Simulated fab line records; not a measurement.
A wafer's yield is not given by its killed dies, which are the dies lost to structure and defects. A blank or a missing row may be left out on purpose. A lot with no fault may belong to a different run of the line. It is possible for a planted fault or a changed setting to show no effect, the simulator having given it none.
The tool behind it: which one? / flow gf180mcu / 14 lots with 42 wafers sampled at 5 steps, on a route of 602 steps

== WHAT THE GAUGES READ, wafer by wafer ==
GF_NWELL_TW_MEAS_11. Usual: NWELL_TW 1569, standard deviation 9.4.
lot=L628; measured=day 3 13:29; on=film-metro-04; NWELL_TW=1566 1565 1557; flag=
lot=L630; measured=day 4 00:50; on=film-metro-03; NWELL_TW=1574 1566 1565; flag=
lot=L639; measured=day 6 02:35; on=film-metro-03; NWELL_TW=1828 1828 1828; flag=OFF
lot=L640; measured=day 6 06:44; on=film-metro-04; NWELL_TW=1821 1832 1835; flag=OFF
lot=L641; measured=day 6 11:38; on=film-metro-02; NWELL_TW=1581 1590 1590; flag=
lot=L642; measured=day 6 17:13; on=film-metro-04; NWELL_TW=1561 1574 1569; flag=
lot=L643; measured=day 7 00:49; on=film-metro-02; NWELL_TW=1578 1591 1588; flag=
lot=L644; measured=day 7 04:13; on=film-metro-02; NWELL_TW=1574 1584 1584; flag=
lot=L645; measured=day 7 10:20; on=film-metro-03; NWELL_TW=1577 1563 1565; flag=
lot=L646; measured=day 7 15:26; on=film-metro-03; NWELL_TW=1575 1573 1578; flag=
lot=L647; measured=day 7 22:28; on=film-metro-04; NWELL_TW=1581 1572 1570; flag=
lot=L648; measured=day 8 02:50; on=film-metro-04; NWELL_TW=1566 1568 1570; flag=
lot=L649; measured=day 8 06:56; on=film-metro-03; NWELL_TW=1565 1566 1569; flag=
lot=L650; measured=day 8 11:26; on=film-metro-04; NWELL_TW=1564 1564 1555; flag=

GF_LVPWELL_TW_MEAS_11. Usual: LVPWELL_TW 558, standard deviation 3.4.
lot=L628; measured=day 4 02:49; on=film-metro-02; LVPWELL_TW=563 562 566; flag=
lot=L630; measured=day 4 14:18; on=film-metro-02; LVPWELL_TW=561 563 559; flag=
lot=L639; measured=day 6 18:17; on=film-metro-02; LVPWELL_TW=1395 1398 1392; flag=OFF
lot=L640; measured=day 6 22:01; on=film-metro-02; LVPWELL_TW=1392 1388 1389; flag=OFF
lot=L641; measured=day 7 03:53; on=film-metro-04; LVPWELL_TW=554 557 557; flag=
lot=L642; measured=day 7 09:35; on=film-metro-04; LVPWELL_TW=557 558 558; flag=
lot=L643; measured=day 7 16:51; on=film-metro-04; LVPWELL_TW=558 556 558; flag=
lot=L644; measured=day 7 20:27; on=film-metro-04; LVPWELL_TW=559 556 559; flag=
lot=L645; measured=day 8 02:10; on=film-metro-04; LVPWELL_TW=556 558 557; flag=
lot=L646; measured=day 8 07:05; on=film-metro-02; LVPWELL_TW=565 566 566; flag=
lot=L647; measured=day 8 14:21; on=film-metro-04; LVPWELL_TW=558 556 559; flag=
lot=L648; measured=day 8 18:46; on=film-metro-04; LVPWELL_TW=557 553 557; flag=
lot=L649; measured=day 9 00:02; on=film-metro-02; LVPWELL_TW=559 556 556; flag=
lot=L650; measured=day 9 05:09; on=film-metro-02; LVPWELL_TW=556 560 557; flag=

GF_MVSD_TW_MEAS_11. Usual: MVSD_TW 1576, standard deviation 10.
lot=L628; measured=day 4 17:08; on=film-metro-04; MVSD_TW=1570 1568 1563; flag=
lot=L630; measured=day 5 04:28; on=film-metro-02; MVSD_TW=1591 1588 1596; flag=
lot=L639; measured=day 7 10:22; on=film-metro-04; MVSD_TW=1844 1836 1835; flag=OFF
lot=L640; measured=day 7 14:28; on=film-metro-04; MVSD_TW=1835 1835 1834; flag=OFF
lot=L641; measured=day 7 20:05; on=film-metro-02; MVSD_TW=1598 1596 1590; flag=
lot=L642; measured=day 8 01:25; on=film-metro-03; MVSD_TW=1558 1575 1569; flag=
lot=L643; measured=day 8 08:01; on=film-metro-04; MVSD_TW=1570 1562 1559; flag=
lot=L644; measured=day 8 13:16; on=film-metro-02; MVSD_TW=1594 1594 1590; flag=
lot=L645; measured=day 8 18:46; on=film-metro-03; MVSD_TW=1566 1564 1555; flag=
lot=L646; measured=day 8 23:56; on=film-metro-03; MVSD_TW=1571 1574 1569; flag=
lot=L647; measured=day 9 08:10; on=film-metro-03; MVSD_TW=1576 1573 1581; flag=
lot=L648; measured=day 9 12:25; on=film-metro-03; MVSD_TW=1579 1574 1568; flag=
lot=L649; measured=day 9 17:40; on=film-metro-02; MVSD_TW=1573 1569 1582; flag=
lot=L650; measured=day 9 22:52; on=film-metro-03; MVSD_TW=1572 1583 1580; flag=

GF_SAB_CD_MEAS_09: target cd 420 nm. Usual: cd-nm 420.2 nm, standard deviation 2.6.
lot=L628; measured=day 15 15:22; on=cd-sem-01; cd-nm (nm)=421.3 421.9 420.3; flag=
lot=L630; measured=day 16 08:03; on=cd-sem-02; cd-nm (nm)=421.0 421.7 418.4; flag=
lot=L639; measured=day 19 18:05; on=cd-sem-01; cd-nm (nm)=421.3 421.5 421.8; flag=
lot=L640; measured=day 19 20:58; on=cd-sem-01; cd-nm (nm)=418.1 419.3 418.1; flag=
lot=L641; measured=day 20 06:06; on=cd-sem-02; cd-nm (nm)=418.4 416.6 418.1; flag=
lot=L642; measured=day 20 11:10; on=cd-sem-01; cd-nm (nm)=423.8 423.8 425.6; flag=
lot=L643; measured=day 21 00:16; on=cd-sem-02; cd-nm (nm)=421.8 421.2 422.9; flag=
lot=L644; measured=day 21 06:13; on=cd-sem-02; cd-nm (nm)=418.4 419.1 418.1; flag=
lot=L645; measured=day 21 13:11; on=cd-sem-02; cd-nm (nm)=418.2 418.0 417.5; flag=
lot=L646; measured=day 21 22:58; on=cd-sem-01; cd-nm (nm)=424.4 424.4 425.7; flag=
lot=L647; measured=day 22 08:50; on=cd-sem-01; cd-nm (nm)=423.9 423.5 424.0; flag=
lot=L648; measured=day 22 17:11; on=cd-sem-01; cd-nm (nm)=421.2 420.8 422.0; flag=
lot=L649; measured=day 23 00:58; on=cd-sem-02; cd-nm (nm)=421.5 417.2 419.3; flag=
lot=L650; measured=day 23 02:25; on=cd-sem-01; cd-nm (nm)=419.0 419.2 419.4; flag=

== WHAT TOOL EACH LOT RAN ON (gives the tool, then ch and the chambers of the sampled wafers, and finally the start) ==
lot=L628; GF_DNWELL_COAT_02=litho-track-02 ch 0, day 2 17:53
lot=L630; GF_DNWELL_COAT_02=litho-track-01 ch 0, day 3 04:40
lot=L639; GF_DNWELL_COAT_02=litho-track-04, day 5 03:40
lot=L640; GF_DNWELL_COAT_02=litho-track-02, day 5 07:44
lot=L641; GF_DNWELL_COAT_02=litho-track-01 ch 0, day 5 13:34
lot=L642; GF_DNWELL_COAT_02=litho-track-01 ch 0, day 5 17:52
lot=L643; GF_DNWELL_COAT_02=litho-track-01 ch 0, day 6 00:52
lot=L644; GF_DNWELL_COAT_02=litho-track-02 ch 0, day 6 03:44
lot=L645; GF_DNWELL_COAT_02=litho-track-01 ch 0, day 6 10:11
lot=L646; GF_DNWELL_COAT_02=litho-track-04 ch 0, day 6 15:21
lot=L647; GF_DNWELL_COAT_02=litho-track-01 ch 0, day 6 21:55
lot=L648; GF_DNWELL_COAT_02=litho-track-04 ch 0, day 7 02:04
lot=L649; GF_DNWELL_COAT_02=litho-track-01 ch 0, day 7 07:01
lot=L650; GF_DNWELL_COAT_02=litho-track-04 ch 0, day 7 11:33
- GF_DNWELL_COAT_02: resist thk 3000 nm.

== WHAT THE TOOLS THEMSELVES READ (means of the sampled wafers that have a number; where no wafer has one, the mark that the record gives instead) ==
GF_DNWELL_COAT_02. Usual: chill-plate-temp-C 23.01 C, standard deviation 0.11; dispense-pressure-kPa 52 kPa, standard deviation 3.6.
lot=L628; tool=litho-track-02; chill-plate-temp-C (C)=23.03; dispense-pressure-kPa (kPa)=57; flag=
lot=L630; tool=litho-track-01; chill-plate-temp-C (C)=23.05; dispense-pressure-kPa (kPa)=49; flag=
lot=L639; tool=litho-track-04; chill-plate-temp-C (C)=-; dispense-pressure-kPa (kPa)=-; flag=OFF
lot=L640; tool=litho-track-02; chill-plate-temp-C (C)=-; dispense-pressure-kPa (kPa)=-; flag=OFF
lot=L641; tool=litho-track-01; chill-plate-temp-C (C)=23.10; dispense-pressure-kPa (kPa)=49; flag=
lot=L642; tool=litho-track-01; chill-plate-temp-C (C)=23.08; dispense-pressure-kPa (kPa)=49; flag=
lot=L643; tool=litho-track-01; chill-plate-temp-C (C)=22.97; dispense-pressure-kPa (kPa)=49; flag=
lot=L644; tool=litho-track-02; chill-plate-temp-C (C)=23.01; dispense-pressure-kPa (kPa)=57; flag=
lot=L645; tool=litho-track-01; chill-plate-temp-C (C)=22.91; dispense-pressure-kPa (kPa)=49; flag=
lot=L646; tool=litho-track-04; chill-plate-temp-C (C)=22.97; dispense-pressure-kPa (kPa)=49; flag=
lot=L647; tool=litho-track-01; chill-plate-temp-C (C)=22.93; dispense-pressure-kPa (kPa)=49; flag=
lot=L648; tool=litho-track-04; chill-plate-temp-C (C)=23.00; dispense-pressure-kPa (kPa)=49; flag=
lot=L649; tool=litho-track-01; chill-plate-temp-C (C)=23.03; dispense-pressure-kPa (kPa)=49; flag=
lot=L650; tool=litho-track-04; chill-plate-temp-C (C)=22.91; dispense-pressure-kPa (kPa)=49; flag=

== THE ANSWER, worked out from the rows above alone ==
Rule: a lot is off if the mean of its wafers that have a number lies more than 3 standard deviations from the usual mean. Also off: a lot with no number at a reading for which 4 or more lots have one. The other lots that the step has rows for count as sound. After the gauges, taken in route order, come the tools' own readings; for these a lot's mean is taken, as printed above. The first step at which some lot is off is used, and at that step the reading that is off furthest; a lot without a number counts as furthest.
Off: at GF_NWELL_TW_MEAS_11 (NWELL_TW), L639, L640.
If a tool, at a process step before that reading, ran all the lots that are off and no sound lot after the first of them, it fits. The gauges at GF_NWELL_TW_MEAS_11 aren't tried: what is off there is off at GF_LVPWELL_TW_MEAS_11 too, on other tools, and a gauge's error can't cause that. No candidate that was tried fits.

== WHAT THE SIMULATOR HAD PUT IN ==
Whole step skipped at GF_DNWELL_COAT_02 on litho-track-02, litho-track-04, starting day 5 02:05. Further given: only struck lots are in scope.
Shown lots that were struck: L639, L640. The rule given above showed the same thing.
